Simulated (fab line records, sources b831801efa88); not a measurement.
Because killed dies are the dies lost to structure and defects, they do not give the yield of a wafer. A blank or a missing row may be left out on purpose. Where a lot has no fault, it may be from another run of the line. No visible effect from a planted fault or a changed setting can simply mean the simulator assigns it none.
Which tool was responsible? || flow sfqLine || 14 lots with 42 wafers sampled at 5 steps, on a route of 325 steps

## WHAT THE GAUGES READ, wafer by wafer
The record lacks any reading of a measuring or inspecting step that a usual standard deviation could be used to judge.

## WHICH TOOL RAN EACH LOT (tool, then ch and the chambers of the sampled wafers, then the start)
{"lot": "L348", "SFQ_TRILAYER_I3_VIA_ETCH_VIA_ETCH_088": "rieDiel-02 ch 0,2,3, day 43 06:34", "SFQ_TRILAYER_M4_STRIP_STRIP_097": "rieMetal-01 ch 0, day 43 11:19", "SFQ_TRILAYER_JJ_CE_LITHO_COAT_119": "lithoTrack-04 ch 0, day 43 21:59", "SFQ_TRILAYER_JJ_CE_BARC_OPEN_RIE_150": "rieMetal-02 ch 0,1, day 50 07:14", "SFQ_TRILAYER_A5B_CMP_CMP_130": "cmp-01 ch 1,3, day 56 00:43"}
{"lot": "L349", "SFQ_TRILAYER_I3_VIA_ETCH_VIA_ETCH_088": "rieDiel-04 ch 0,3, day 43 08:58", "SFQ_TRILAYER_M4_STRIP_STRIP_097": "rieMetal-04 ch 0,1, day 43 13:44", "SFQ_TRILAYER_JJ_CE_LITHO_COAT_119": "lithoTrack-02 ch 0, day 50 09:39", "SFQ_TRILAYER_JJ_CE_BARC_OPEN_RIE_150": "rieMetal-02 ch 0,1, day 50 13:11", "SFQ_TRILAYER_A5B_CMP_CMP_130": "cmp-02 ch 0,1,3, day 56 03:50"}
{"lot": "L351", "SFQ_TRILAYER_I3_VIA_ETCH_VIA_ETCH_088": "rieDiel-01 ch 0,1,3, day 44 17:09", "SFQ_TRILAYER_M4_STRIP_STRIP_097": "rieMetal-04 ch 0,1, day 44 20:49", "SFQ_TRILAYER_JJ_CE_LITHO_COAT_119": "lithoTrack-01 ch 0, day 51 12:12", "SFQ_TRILAYER_JJ_CE_BARC_OPEN_RIE_150": "rieMetal-01 ch 0,1, day 51 15:41", "SFQ_TRILAYER_A5B_CMP_CMP_130": "cmp-02 ch 2,3, day 57 17:08"}
{"lot": "L354", "SFQ_TRILAYER_I3_VIA_ETCH_VIA_ETCH_088": "rieDiel-01 ch 0,1,2, day 46 01:33", "SFQ_TRILAYER_M4_STRIP_STRIP_097": "rieMetal-03 ch 0,1, day 46 06:23", "SFQ_TRILAYER_JJ_CE_LITHO_COAT_119": "lithoTrack-01 ch 0, day 52 14:39", "SFQ_TRILAYER_JJ_CE_BARC_OPEN_RIE_150": "rieMetal-01 ch 0,1, day 52 20:17", "SFQ_TRILAYER_A5B_CMP_CMP_130": "cmp-02 ch 1,2,3, day 58 23:41"}
{"lot": "L357", "SFQ_TRILAYER_I3_VIA_ETCH_VIA_ETCH_088": "rieDiel-02 ch 2,3, day 46 15:46", "SFQ_TRILAYER_M4_STRIP_STRIP_097": "rieMetal-03 ch 0,1, day 47 03:40", "SFQ_TRILAYER_JJ_CE_LITHO_COAT_119": "lithoTrack-01 ch 0, day 53 22:04", "SFQ_TRILAYER_JJ_CE_BARC_OPEN_RIE_150": "rieMetal-01 ch 0,1, day 60 02:51", "SFQ_TRILAYER_A5B_CMP_CMP_130": "cmp-02 ch 2,3, day 60 09:38"}
{"lot": "L359", "SFQ_TRILAYER_I3_VIA_ETCH_VIA_ETCH_088": "rieDiel-01 ch 0,1,2, day 47 07:22", "SFQ_TRILAYER_M4_STRIP_STRIP_097": "rieMetal-01 ch 0,1, day 47 11:01", "SFQ_TRILAYER_JJ_CE_LITHO_COAT_119": "lithoTrack-04 ch 0, day 54 02:43", "SFQ_TRILAYER_JJ_CE_BARC_OPEN_RIE_150": "rieMetal-04 ch 0,1, day 60 07:37", "SFQ_TRILAYER_A5B_CMP_CMP_130": "cmp-01 ch 0,3, day 60 12:32"}
{"lot": "L358", "SFQ_TRILAYER_I3_VIA_ETCH_VIA_ETCH_088": "rieDiel-04 ch 1,2, day 47 09:46", "SFQ_TRILAYER_M4_STRIP_STRIP_097": "rieMetal-03 ch 0, day 47 13:47", "SFQ_TRILAYER_JJ_CE_LITHO_COAT_119": "lithoTrack-01 ch 0, day 54 06:19", "SFQ_TRILAYER_JJ_CE_BARC_OPEN_RIE_150": "rieMetal-02 ch 0,1, day 60 10:01", "SFQ_TRILAYER_A5B_CMP_CMP_130": "cmp-02 ch 1,3, day 60 14:56"}
{"lot": "L362", "SFQ_TRILAYER_I3_VIA_ETCH_VIA_ETCH_088": "rieDiel-01 ch 0,1,3, day 48 09:33", "SFQ_TRILAYER_M4_STRIP_STRIP_097": "rieMetal-04 ch 1, day 48 13:24", "SFQ_TRILAYER_JJ_CE_LITHO_COAT_119": "lithoTrack-02 ch 0, day 55 03:41", "SFQ_TRILAYER_JJ_CE_BARC_OPEN_RIE_150": "rieMetal-04 ch 0,1, day 61 08:56", "SFQ_TRILAYER_A5B_CMP_CMP_130": "cmp-01 ch 1,2,3, day 61 16:50"}
{"lot": "L363", "SFQ_TRILAYER_I3_VIA_ETCH_VIA_ETCH_088": "rieDiel-04 ch 1,2,3, day 48 13:12", "SFQ_TRILAYER_M4_STRIP_STRIP_097": "rieMetal-01 ch 0,1, day 48 16:52", "SFQ_TRILAYER_JJ_CE_LITHO_COAT_119": "lithoTrack-02 ch 0, day 55 04:53", "SFQ_TRILAYER_JJ_CE_BARC_OPEN_RIE_150": "rieMetal-02 ch 0,1, day 61 11:28", "SFQ_TRILAYER_A5B_CMP_CMP_130": "cmp-02 ch 1,2, day 61 20:05"}
{"lot": "L364", "SFQ_TRILAYER_I3_VIA_ETCH_VIA_ETCH_088": "rieDiel-02 ch 0,3, day 48 14:21", "SFQ_TRILAYER_M4_STRIP_STRIP_097": "rieMetal-03 ch 0,1, day 48 18:49", "SFQ_TRILAYER_JJ_CE_LITHO_COAT_119": "lithoTrack-04 ch 0, day 55 08:29", "SFQ_TRILAYER_JJ_CE_BARC_OPEN_RIE_150": "rieMetal-01 ch 0,1, day 61 13:52", "SFQ_TRILAYER_A5B_CMP_CMP_130": "cmp-02 ch 0,2, day 61 23:41"}
{"lot": "L365", "SFQ_TRILAYER_I3_VIA_ETCH_VIA_ETCH_088": "rieDiel-04 ch 0,1,2, day 48 22:45", "SFQ_TRILAYER_M4_STRIP_STRIP_097": "rieMetal-01 ch 0,1, day 49 03:01", "SFQ_TRILAYER_JJ_CE_LITHO_COAT_119": "lithoTrack-02 ch 0, day 55 15:41", "SFQ_TRILAYER_JJ_CE_BARC_OPEN_RIE_150": "rieMetal-04 ch 0,1, day 62 07:47", "SFQ_TRILAYER_A5B_CMP_CMP_130": "cmp-02 ch 2,3, day 62 12:47"}
{"lot": "L368", "SFQ_TRILAYER_I3_VIA_ETCH_VIA_ETCH_088": "rieDiel-04 ch 1,3, day 50 10:53", "SFQ_TRILAYER_M4_STRIP_STRIP_097": "rieMetal-03 ch 0,1, day 50 14:32", "SFQ_TRILAYER_JJ_CE_LITHO_COAT_119": "lithoTrack-02 ch 0, day 57 06:33", "SFQ_TRILAYER_JJ_CE_BARC_OPEN_RIE_150": "rieMetal-02 ch 0,1, day 63 17:31", "SFQ_TRILAYER_A5B_CMP_CMP_130": "cmp-01 ch 0,1,2, day 69 10:35"}
{"lot": "L369", "SFQ_TRILAYER_I3_VIA_ETCH_VIA_ETCH_088": "rieDiel-01 ch 0,2, day 51 01:24", "SFQ_TRILAYER_M4_STRIP_STRIP_097": "rieMetal-04 ch 0,1, day 51 05:04", "SFQ_TRILAYER_JJ_CE_LITHO_COAT_119": "lithoTrack-02 ch 0, day 57 13:42", "SFQ_TRILAYER_JJ_CE_BARC_OPEN_RIE_150": "rieMetal-04 ch 0,1, day 64 00:43", "SFQ_TRILAYER_A5B_CMP_CMP_130": "cmp-02 ch 0,2, day 69 19:56"}
{"lot": "L370", "SFQ_TRILAYER_I3_VIA_ETCH_VIA_ETCH_088": "rieDiel-01 ch 0,1,3, day 51 15:56", "SFQ_TRILAYER_M4_STRIP_STRIP_097": "rieMetal-03 ch 0,1, day 51 20:45", "SFQ_TRILAYER_JJ_CE_LITHO_COAT_119": "lithoTrack-02 ch 0, day 58 05:08", "SFQ_TRILAYER_JJ_CE_BARC_OPEN_RIE_150": "rieMetal-01 ch 0,1, day 64 13:55", "SFQ_TRILAYER_A5B_CMP_CMP_130": "cmp-01 ch 1,2,3, day 70 13:01"}
- SFQ_TRILAYER_I3_VIA_ETCH_VIA_ETCH_088: etches SiO2 in CHF3, stops on Nb, target depth 260 nm.
- SFQ_TRILAYER_M4_STRIP_STRIP_097: strips in O2.
- SFQ_TRILAYER_JJ_CE_LITHO_COAT_119: resist thk 62 nm.
- SFQ_TRILAYER_JJ_CE_BARC_OPEN_RIE_150: chemistry O2, target BARC, target depth 240 nm, time 80 s.
- SFQ_TRILAYER_A5B_CMP_CMP_130: polishes, stops on Nb, target thk 340.7 nm.

## WHAT THE TOOLS THEMSELVES READ (means of the sampled wafers that have a number; where no wafer has one, the mark that the record gives instead)
SFQ_TRILAYER_I3_VIA_ETCH_VIA_ETCH_088. Usual: chamberPressureMTorr 30.002 mTorr, standard deviation 0.027; drypumpMotorCurrentA 5.8 A, standard deviation 0.44; oesProductAu 0.855 a.u., standard deviation 0.0048.
{"lot": "L348", "tool": "rieDiel-02", "chamberPressureMTorr (mTorr)": 29.999, "drypumpMotorCurrentA (A)": 6.0, "oesProductAu (a.u.)": 0.853, "flag": ""}
{"lot": "L349", "tool": "rieDiel-04", "chamberPressureMTorr (mTorr)": 30.039, "drypumpMotorCurrentA (A)": 5.7, "oesProductAu (a.u.)": 0.854, "flag": ""}
{"lot": "L351", "tool": "rieDiel-01", "chamberPressureMTorr (mTorr)": 29.992, "drypumpMotorCurrentA (A)": 5.7, "oesProductAu (a.u.)": 0.849, "flag": ""}
{"lot": "L354", "tool": "rieDiel-01", "chamberPressureMTorr (mTorr)": 30.006, "drypumpMotorCurrentA (A)": 5.7, "oesProductAu (a.u.)": 0.852, "flag": ""}
{"lot": "L357", "tool": "rieDiel-02", "chamberPressureMTorr (mTorr)": 29.979, "drypumpMotorCurrentA (A)": 5.9, "oesProductAu (a.u.)": 0.849, "flag": ""}
{"lot": "L359", "tool": "rieDiel-01", "chamberPressureMTorr (mTorr)": 30.010, "drypumpMotorCurrentA (A)": 5.7, "oesProductAu (a.u.)": 0.854, "flag": ""}
{"lot": "L358", "tool": "rieDiel-04", "chamberPressureMTorr (mTorr)": 29.962, "drypumpMotorCurrentA (A)": 5.7, "oesProductAu (a.u.)": 0.856, "flag": ""}
{"lot": "L362", "tool": "rieDiel-01", "chamberPressureMTorr (mTorr)": 29.987, "drypumpMotorCurrentA (A)": 5.7, "oesProductAu (a.u.)": 0.853, "flag": ""}
{"lot": "L363", "tool": "rieDiel-04", "chamberPressureMTorr (mTorr)": 29.981, "drypumpMotorCurrentA (A)": 5.6, "oesProductAu (a.u.)": 0.858, "flag": ""}
{"lot": "L364", "tool": "rieDiel-02", "chamberPressureMTorr (mTorr)": 29.990, "drypumpMotorCurrentA (A)": 6.1, "oesProductAu (a.u.)": 0.852, "flag": ""}
{"lot": "L365", "tool": "rieDiel-04", "chamberPressureMTorr (mTorr)": 29.989, "drypumpMotorCurrentA (A)": 5.6, "oesProductAu (a.u.)": 0.857, "flag": ""}
{"lot": "L368", "tool": "rieDiel-04", "chamberPressureMTorr (mTorr)": 29.997, "drypumpMotorCurrentA (A)": 5.7, "oesProductAu (a.u.)": 0.852, "flag": ""}
{"lot": "L369", "tool": "rieDiel-01", "chamberPressureMTorr (mTorr)": 30.004, "drypumpMotorCurrentA (A)": 6.2, "oesProductAu (a.u.)": 0.857, "flag": ""}
{"lot": "L370", "tool": "rieDiel-01", "chamberPressureMTorr (mTorr)": 29.995, "drypumpMotorCurrentA (A)": 5.7, "oesProductAu (a.u.)": 0.853, "flag": ""}

SFQ_TRILAYER_M4_STRIP_STRIP_097. Usual: chamberPressureMTorr 50.00 mTorr, standard deviation 0.048; drypumpMotorCurrentA 5.5 A, standard deviation 0.48; oesProductAu 1.001 a.u., standard deviation 0.0074; platenTempC 40.01 C, standard deviation 0.11.
{"lot": "L348", "tool": "rieMetal-01", "chamberPressureMTorr (mTorr)": 50.01, "drypumpMotorCurrentA (A)": 5.8, "oesProductAu (a.u.)": 0.997, "platenTempC (C)": 39.94, "flag": ""}
{"lot": "L349", "tool": "rieMetal-04", "chamberPressureMTorr (mTorr)": 50.03, "drypumpMotorCurrentA (A)": 5.4, "oesProductAu (a.u.)": 1.006, "platenTempC (C)": 39.95, "flag": ""}
{"lot": "L351", "tool": "rieMetal-04", "chamberPressureMTorr (mTorr)": 50.01, "drypumpMotorCurrentA (A)": 5.4, "oesProductAu (a.u.)": 1.004, "platenTempC (C)": 40.01, "flag": ""}
{"lot": "L354", "tool": "rieMetal-03", "chamberPressureMTorr (mTorr)": 49.99, "drypumpMotorCurrentA (A)": 5.4, "oesProductAu (a.u.)": 1.000, "platenTempC (C)": 39.98, "flag": ""}
{"lot": "L357", "tool": "rieMetal-03", "chamberPressureMTorr (mTorr)": 49.96, "drypumpMotorCurrentA (A)": 5.4, "oesProductAu (a.u.)": 1.003, "platenTempC (C)": 39.98, "flag": ""}
{"lot": "L359", "tool": "rieMetal-01", "chamberPressureMTorr (mTorr)": 50.00, "drypumpMotorCurrentA (A)": 5.5, "oesProductAu (a.u.)": 0.999, "platenTempC (C)": 40.04, "flag": ""}
{"lot": "L358", "tool": "rieMetal-03", "chamberPressureMTorr (mTorr)": 50.03, "drypumpMotorCurrentA (A)": 5.6, "oesProductAu (a.u.)": 1.010, "platenTempC (C)": 39.89, "flag": ""}
{"lot": "L362", "tool": "rieMetal-04", "chamberPressureMTorr (mTorr)": 49.97, "drypumpMotorCurrentA (A)": 6.1, "oesProductAu (a.u.)": 1.013, "platenTempC (C)": 40.08, "flag": ""}
{"lot": "L363", "tool": "rieMetal-01", "chamberPressureMTorr (mTorr)": 50.01, "drypumpMotorCurrentA (A)": 5.5, "oesProductAu (a.u.)": 0.999, "platenTempC (C)": 39.95, "flag": ""}
{"lot": "L364", "tool": "rieMetal-03", "chamberPressureMTorr (mTorr)": 49.99, "drypumpMotorCurrentA (A)": 5.4, "oesProductAu (a.u.)": 1.005, "platenTempC (C)": 40.07, "flag": ""}
{"lot": "L365", "tool": "rieMetal-01", "chamberPressureMTorr (mTorr)": 49.98, "drypumpMotorCurrentA (A)": 5.3, "oesProductAu (a.u.)": 1.001, "platenTempC (C)": 39.98, "flag": ""}
{"lot": "L368", "tool": "rieMetal-03", "chamberPressureMTorr (mTorr)": 50.01, "drypumpMotorCurrentA (A)": 5.2, "oesProductAu (a.u.)": 1.001, "platenTempC (C)": 40.05, "flag": ""}
{"lot": "L369", "tool": "rieMetal-04", "chamberPressureMTorr (mTorr)": 49.99, "drypumpMotorCurrentA (A)": 5.8, "oesProductAu (a.u.)": 0.991, "platenTempC (C)": 39.97, "flag": ""}
{"lot": "L370", "tool": "rieMetal-03", "chamberPressureMTorr (mTorr)": 49.95, "drypumpMotorCurrentA (A)": 5.4, "oesProductAu (a.u.)": 0.999, "platenTempC (C)": 40.02, "flag": ""}

SFQ_TRILAYER_JJ_CE_LITHO_COAT_119. Usual: dispensePressureKPa at 50.4 kPa, with a standard deviation of 2.8.
{"lot": "L348", "tool": "lithoTrack-04", "dispensePressureKPa (kPa)": 55.2, "flag": ""}
{"lot": "L349", "tool": "lithoTrack-02", "dispensePressureKPa (kPa)": 49.9, "flag": ""}
{"lot": "L351", "tool": "lithoTrack-01", "dispensePressureKPa (kPa)": 47.9, "flag": ""}
{"lot": "L354", "tool": "lithoTrack-01", "dispensePressureKPa (kPa)": 47.9, "flag": ""}
{"lot": "L357", "tool": "lithoTrack-01", "dispensePressureKPa (kPa)": 47.9, "flag": ""}
{"lot": "L359", "tool": "lithoTrack-04", "dispensePressureKPa (kPa)": 55.2, "flag": ""}
{"lot": "L358", "tool": "lithoTrack-01", "dispensePressureKPa (kPa)": 47.9, "flag": ""}
{"lot": "L362", "tool": "lithoTrack-02", "dispensePressureKPa (kPa)": 49.8, "flag": ""}
{"lot": "L363", "tool": "lithoTrack-02", "dispensePressureKPa (kPa)": 49.8, "flag": ""}
{"lot": "L364", "tool": "lithoTrack-04", "dispensePressureKPa (kPa)": 55.1, "flag": ""}
{"lot": "L365", "tool": "lithoTrack-02", "dispensePressureKPa (kPa)": 49.8, "flag": ""}
{"lot": "L368", "tool": "lithoTrack-02", "dispensePressureKPa (kPa)": 49.8, "flag": ""}
{"lot": "L369", "tool": "lithoTrack-02", "dispensePressureKPa (kPa)": 49.8, "flag": ""}
{"lot": "L370", "tool": "lithoTrack-02", "dispensePressureKPa (kPa)": 49.9, "flag": ""}

SFQ_TRILAYER_JJ_CE_BARC_OPEN_RIE_150. Usual: chamberPressureMTorr 9.999 mTorr, standard deviation 0.009; drypumpMotorCurrentA 5.4 A, standard deviation 0.49; oesProductAu 0.538 a.u., standard deviation 0.0041.
{"lot": "L348", "tool": "rieMetal-02", "chamberPressureMTorr (mTorr)": 9.989, "drypumpMotorCurrentA (A)": 5.1, "oesProductAu (a.u.)": 0.542, "flag": ""}
{"lot": "L349", "tool": "rieMetal-02", "chamberPressureMTorr (mTorr)": 9.997, "drypumpMotorCurrentA (A)": 5.5, "oesProductAu (a.u.)": 0.541, "flag": ""}
{"lot": "L351", "tool": "rieMetal-01", "chamberPressureMTorr (mTorr)": 10.000, "drypumpMotorCurrentA (A)": 5.6, "oesProductAu (a.u.)": 0.535, "flag": ""}
{"lot": "L354", "tool": "rieMetal-01", "chamberPressureMTorr (mTorr)": 9.999, "drypumpMotorCurrentA (A)": 5.3, "oesProductAu (a.u.)": 0.536, "flag": ""}
{"lot": "L357", "tool": "rieMetal-01", "chamberPressureMTorr (mTorr)": 9.997, "drypumpMotorCurrentA (A)": 5.6, "oesProductAu (a.u.)": 0.548, "flag": ""}
{"lot": "L359", "tool": "rieMetal-04", "chamberPressureMTorr (mTorr)": 9.994, "drypumpMotorCurrentA (A)": 5.4, "oesProductAu (a.u.)": 0.539, "flag": ""}
{"lot": "L358", "tool": "rieMetal-02", "chamberPressureMTorr (mTorr)": 10.003, "drypumpMotorCurrentA (A)": 5.1, "oesProductAu (a.u.)": 0.547, "flag": ""}
{"lot": "L362", "tool": "rieMetal-04", "chamberPressureMTorr (mTorr)": 9.996, "drypumpMotorCurrentA (A)": 5.8, "oesProductAu (a.u.)": 0.536, "flag": ""}
{"lot": "L363", "tool": "rieMetal-02", "chamberPressureMTorr (mTorr)": 10.003, "drypumpMotorCurrentA (A)": 5.5, "oesProductAu (a.u.)": 0.536, "flag": ""}
{"lot": "L364", "tool": "rieMetal-01", "chamberPressureMTorr (mTorr)": 9.997, "drypumpMotorCurrentA (A)": 5.3, "oesProductAu (a.u.)": 0.537, "flag": ""}
{"lot": "L365", "tool": "rieMetal-04", "chamberPressureMTorr (mTorr)": 9.998, "drypumpMotorCurrentA (A)": 5.4, "oesProductAu (a.u.)": 0.539, "flag": ""}
{"lot": "L368", "tool": "rieMetal-02", "chamberPressureMTorr (mTorr)": 10.002, "drypumpMotorCurrentA (A)": 5.5, "oesProductAu (a.u.)": 0.538, "flag": ""}
{"lot": "L369", "tool": "rieMetal-04", "chamberPressureMTorr (mTorr)": 10.004, "drypumpMotorCurrentA (A)": 5.4, "oesProductAu (a.u.)": 0.539, "flag": ""}
{"lot": "L370", "tool": "rieMetal-01", "chamberPressureMTorr (mTorr)": 10.001, "drypumpMotorCurrentA (A)": 5.3, "oesProductAu (a.u.)": 0.536, "flag": ""}

SFQ_TRILAYER_A5B_CMP_CMP_130. Usual: motorCurrentA at 10.2 A, with a standard deviation of 1.3.
{"lot": "L348", "tool": "cmp-01", "motorCurrentA (A)": 8.5, "flag": ""}
{"lot": "L349", "tool": "cmp-02", "motorCurrentA (A)": 9.9, "flag": ""}
{"lot": "L351", "tool": "cmp-02", "motorCurrentA (A)": 10.5, "flag": ""}
{"lot": "L354", "tool": "cmp-02", "motorCurrentA (A)": 9.9, "flag": ""}
{"lot": "L357", "tool": "cmp-02", "motorCurrentA (A)": 10.5, "flag": ""}
{"lot": "L359", "tool": "cmp-01", "motorCurrentA (A)": 11.9, "flag": ""}
{"lot": "L358", "tool": "cmp-02", "motorCurrentA (A)": 9.8, "flag": ""}
{"lot": "L362", "tool": "cmp-01", "motorCurrentA (A)": 9.6, "flag": ""}
{"lot": "L363", "tool": "cmp-02", "motorCurrentA (A)": 10.3, "flag": ""}
{"lot": "L364", "tool": "cmp-02", "motorCurrentA (A)": 11.4, "flag": ""}
{"lot": "L365", "tool": "cmp-02", "motorCurrentA (A)": 9.8, "flag": ""}
{"lot": "L368", "tool": "cmp-01", "motorCurrentA (A)": 10.3, "flag": ""}
{"lot": "L369", "tool": "cmp-02", "motorCurrentA (A)": 10.7, "flag": ""}
{"lot": "L370", "tool": "cmp-01", "motorCurrentA (A)": 9.6, "flag": ""}

## THE ANSWER, worked out from the rows above alone
Rule: a lot is off if the mean of its wafers that have a number lies more than 3 standard deviations from the usual mean. Also off: a lot with no number at a reading for which 4 or more lots have one. The other lots that the step has rows for count as sound. After the gauges, taken in route order, come the tools' own readings; for these a lot's mean is taken, as printed above. At the first step where some lot is off, the reading lying furthest off is the one used; lots without a number count as furthest.
No lot is off on any of the readings shown, so nothing can be concluded from this.

## WHAT THE SIMULATOR PUT IN
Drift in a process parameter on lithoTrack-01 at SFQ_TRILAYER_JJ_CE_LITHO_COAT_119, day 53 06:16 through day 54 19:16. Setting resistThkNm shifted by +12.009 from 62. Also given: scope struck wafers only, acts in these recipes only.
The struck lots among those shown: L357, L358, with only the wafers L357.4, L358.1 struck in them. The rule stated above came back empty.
